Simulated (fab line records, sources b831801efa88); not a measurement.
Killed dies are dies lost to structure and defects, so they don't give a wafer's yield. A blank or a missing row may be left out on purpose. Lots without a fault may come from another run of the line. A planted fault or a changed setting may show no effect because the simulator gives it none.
Which tool did it? | flow gf180mcu | 12 lots, 36 wafers sampled, at 5 steps of a route of 602

WHAT THE GAUGES READ, wafer by wafer
GF_M4_THK_MEAS_06: measures by xrf.
lot  | measured     | on            | M4_ALCU_THK (nm)
L371 | day 22 15:20 | film_metro-01 | 440 440 438
L372 | day 22 22:08 | film_metro-01 | 440 432 438
L373 | day 23 00:47 | film_metro-04 | 440 441 442
L374 | day 23 10:14 | film_metro-03 | 449 443 445
L375 | day 23 13:59 | film_metro-01 | 445 436 440
L377 | day 24 20:47 | film_metro-03 | 442 441 444
L380 | day 25 23:03 | film_metro-04 | 438 435 437
L382 | day 26 04:46 | film_metro-04 | 445 443 443
L381 | day 26 06:25 | film_metro-04 | 444 442 444
L383 | day 26 10:01 | film_metro-04 | 450 449 452
L387 | day 27 21:40 | film_metro-04 | 442 444 445
L389 | day 28 14:43 | film_metro-04 | 439 443 446

GF_PASSIVATION_THK_MEAS_01.
lot  | measured     | on            | PASSIVATION_CVD_00_THK (nm)
L371 | day 28 05:54 | film_metro-01 | 986 1003 993
L372 | day 28 12:04 | film_metro-01 | 985 992 991
L373 | day 28 15:09 | film_metro-01 | 991 996 1009
L374 | day 28 21:58 | film_metro-03 | 989 1007 1005
L375 | day 29 00:47 | film_metro-01 | 997 980 1000
L377 | day 30 04:02 | film_metro-03 | 993 973 1001
L380 | day 31 04:02 | film_metro-02 | 982 1007 997
L382 | day 31 08:01 | film_metro-02 | 981 969 876
L381 | day 31 09:01 | film_metro-03 | 986 987 1009
L383 | day 31 12:13 | film_metro-01 | 990 996 888
L387 | day 32 16:32 | film_metro-03 | 979 974 998
L389 | day 33 07:11 | film_metro-02 | 996 993 1017

WHICH TOOL RAN EACH LOT (tool, then ch and the chambers of the sampled wafers, then the start)
lot  | GF_V4_CMP_04                  | GF_V5_STRIP_18                       | GF_PASSIVATION_CVD_00
L371 | cmp-01 ch 0,1,2, day 23 14:41 | plasma_asher-04 ch 0,1, day 27 07:40 | pecvd-04 ch 0,2, day 28 05:48
L372 | cmp-02 ch 0,1, day 23 21:53   | plasma_asher-01 ch 0,1, day 27 13:43 | pecvd-02 ch 0,2, day 28 11:59
L373 | cmp-01 ch 0,2,3, day 24 00:07 | plasma_asher-01 ch 0,1, day 27 16:41 | pecvd-02 ch 0,2, day 28 15:04
L374 | cmp-01 ch 1,3, day 24 09:34   | plasma_asher-01 ch 0,1, day 28 00:02 | pecvd-02 ch 0,1,2, day 28 21:53
L375 | cmp-01 ch 0,2,3, day 24 12:50 | plasma_asher-04 ch 0,1, day 28 03:17 | pecvd-02 ch 0,1,2, day 29 00:41
L377 | cmp-02 ch 0,1,2, day 25 18:57 | plasma_asher-03 ch 0,1, day 29 06:44 | pecvd-04 ch 1,2, day 30 03:57
L380 | cmp-01 ch 0,1,3, day 26 20:59 | plasma_asher-03 ch 0,1, day 30 07:41 | pecvd-01 ch 0,1,2, day 31 03:56
L382 | cmp-02 ch 0,1,3, day 27 02:18 | plasma_asher-03 ch 0,1, day 30 11:23 | pecvd-02 ch 0,1,2, day 31 07:56
L381 | cmp-01 ch 1,2,3, day 27 04:02 | plasma_asher-01 ch 0,1, day 30 12:50 | pecvd-01 ch 1,2, day 31 08:56
L383 | cmp-01 ch 2,3, day 27 07:35   | plasma_asher-03 ch 0,1, day 30 16:07 | pecvd-02 ch 0,1,2, day 31 12:08
L387 | cmp-02 ch 0,1, day 28 17:36   | plasma_asher-03 ch 0,1, day 31 22:11 | pecvd-04 ch 0,2, day 32 16:27
L389 | cmp-02 ch 1,2,3, day 29 11:10 | plasma_asher-01 ch 0,1, day 32 13:11 | pecvd-01 ch 0,1,2, day 33 07:06
- GF_V4_CMP_04: polishes SiO2.
- GF_V5_STRIP_18: strips in O2/N2.
- GF_PASSIVATION_CVD_00: deposits SiO2 from TEOS, target thk 1000 nm, time 111.95 s.

WHAT THE TOOLS THEMSELVES READ (means of the sampled wafers that have a number; where no wafer has one, the mark that the record gives instead)
GF_V4_CMP_04.
lot  | tool   | motor_current_A (A) | slurry_flow_ml_min | time_to_endpoint_s (s)
L371 | cmp-01 | 12.6                | 150.0              | 87
L372 | cmp-02 | 10.4                | 149.7              | 90
L373 | cmp-01 | 12.1                | 149.8              | 77
L374 | cmp-01 | 11.3                | 150.5              | 84
L375 | cmp-01 | 11.8                | 150.4              | 84
L377 | cmp-02 | 11.6                | 150.1              | 80
L380 | cmp-01 | 11.9                | 150.1              | 90
L382 | cmp-02 | 10.5                | 150.4              | 83
L381 | cmp-01 | 12.3                | 149.8              | 82
L383 | cmp-01 | 12.2                | 150.1              | 88
L387 | cmp-02 | 9.8                 | 149.5              | 85
L389 | cmp-02 | 11.7                | 149.9              | 86

GF_V5_STRIP_18.
lot  | tool            | drypump_motor_current_A (A) | heater_power_w (W) | oes_product_au (a.u.)
L371 | plasma_asher-04 | 5.6                         | 322                | 0.564
L372 | plasma_asher-01 | 5.9                         | 334                | 0.563
L373 | plasma_asher-01 | 5.8                         | 344                | 0.568
L374 | plasma_asher-01 | 5.9                         | 333                | 0.563
L375 | plasma_asher-04 | 5.6                         | 317                | 0.564
L377 | plasma_asher-03 | 5.6                         | 349                | 0.565
L380 | plasma_asher-03 | 5.6                         | 345                | 0.567
L382 | plasma_asher-03 | 5.5                         | 348                | 0.566
L381 | plasma_asher-01 | 5.8                         | 341                | 0.574
L383 | plasma_asher-03 | 5.5                         | 353                | 0.567
L387 | plasma_asher-03 | 5.8                         | 360                | 0.569
L389 | plasma_asher-01 | 5.9                         | 336                | 0.568

GF_PASSIVATION_CVD_00.
lot  | tool     | heater_power_w (W) | run_length_s (s)
L371 | pecvd-04 | 701                | 140.3
L372 | pecvd-02 | 687                | 140.0
L373 | pecvd-02 | 645                | 139.5
L374 | pecvd-02 | 649                | 139.6
L375 | pecvd-02 | 624                | 139.6
L377 | pecvd-04 | 685                | 140.5
L380 | pecvd-01 | 647                | 140.0
L382 | pecvd-02 | 644                | 135.2
L381 | pecvd-01 | 637                | 139.7
L383 | pecvd-02 | 556                | 135.5
L387 | pecvd-04 | 706                | 140.6
L389 | pecvd-01 | 604                | 140.2

THE ANSWER, worked out from the rows above alone
Rule: what is usual is taken from the lots themselves. Put in order of their means at a reading, lots are off if they are a third of the lots or fewer, leave a main group of 4 or more, and stand apart from it by a gap of 3 or more times the standard deviation of the main group's means; of several such gaps the widest counts. A main group whose means are all the same, to the digits that the tables above print for the reading, isn't used. A lot without any number at a reading at which 4 lots or more have one is off too. The other lots that the step has rows for count as sound. The gauges are gone through in route order, then the tools' own readings, and for those a lot's mean is taken as printed above. The first step at which some lot is off is used, and at that step the reading that is off furthest; a lot without a number counts as furthest.
Off: L382, L383, at GF_PASSIVATION_THK_MEAS_01 (PASSIVATION_CVD_00_THK). The main group: mean 994 nm, standard deviation 5.3.
A tool fits if, at a process step before that reading, it ran every lot that is off, and no sound lot after the first of them. The gauges at GF_PASSIVATION_THK_MEAS_01 aren't tried: what is off there is off at GF_PASSIVATION_CVD_00 too, on other tools, and a gauge's error can't cause that. One fits: pecvd-02 at GF_PASSIVATION_CVD_00. Its last sound lot is L375 (day 29 00:41), its first lot that is off L382 (day 31 07:56): a fault that began between those two fits.
The tool's own readings at GF_PASSIVATION_CVD_00 bear it out: on the lots that are off they differ by more than 5 times the standard deviation of the sound lots' means. run_length_s reads 135.3 s there against 140.0 s on the sound lots.

WHAT THE SIMULATOR HAD PUT IN
Process parameter drift: pecvd-02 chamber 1, from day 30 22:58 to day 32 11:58, at GF_PASSIVATION_CVD_00. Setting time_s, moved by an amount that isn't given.
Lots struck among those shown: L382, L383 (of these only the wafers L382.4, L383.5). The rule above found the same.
